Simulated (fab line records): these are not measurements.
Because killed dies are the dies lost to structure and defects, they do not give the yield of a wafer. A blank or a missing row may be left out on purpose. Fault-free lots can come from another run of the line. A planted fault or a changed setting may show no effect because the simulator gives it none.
Matching of chambers ; flow sky130 ; SKY_CONTACT_CMP_27 on cmp-02: 4 sister chambers
The step polishes, stops on SiO2, t overpolish 15 s, target thk 0 nm. 4 wafers are shown with their chamber, then 6 later ones without.

## WAFERS WITH THEIR CHAMBER
wafer;chamber;motor-current-A (A)
L920.2;2;10.4
L920.4;0;8.6
L926.3;1;11.7
L926.6;3;9.5

## WAFERS WITHOUT THEIR CHAMBER
wafer;motor-current-A (A)
L931.2;10.7
L931.4;10.5
L931.5;11.5
L932.1;10.4
L932.3;11.7
L932.6;11.0

## CHAMBER TAKEN BY EACH
wafer;from the rows above;in truth
L931.2;2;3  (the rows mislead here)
L931.4;2;2
L931.5;1;1
L932.1;2;2
L932.3;1;1
L932.6;can't be placed: 2 or 1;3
Correctly placed: 4 of 6. Not placeable from these rows: 1 (in 0, the candidates include the true chamber). Number placed wrongly: 1.
How it was worked out, from the rows above alone: a wafer's distance from a chamber is the root of the sum, over the readings, of the square of ((its reading less the chamber's mean) divided by the reading's scatter). If the next closest chamber is less than 2 further off than the closest, the wafer can't be placed; otherwise it belongs to the closest. The mean given for a chamber averages the wafers shown for that chamber. The scatter (one wafer shown for each chamber): square how far every hidden wafer sits from the nearest shown wafer, average those squares and take the square root.
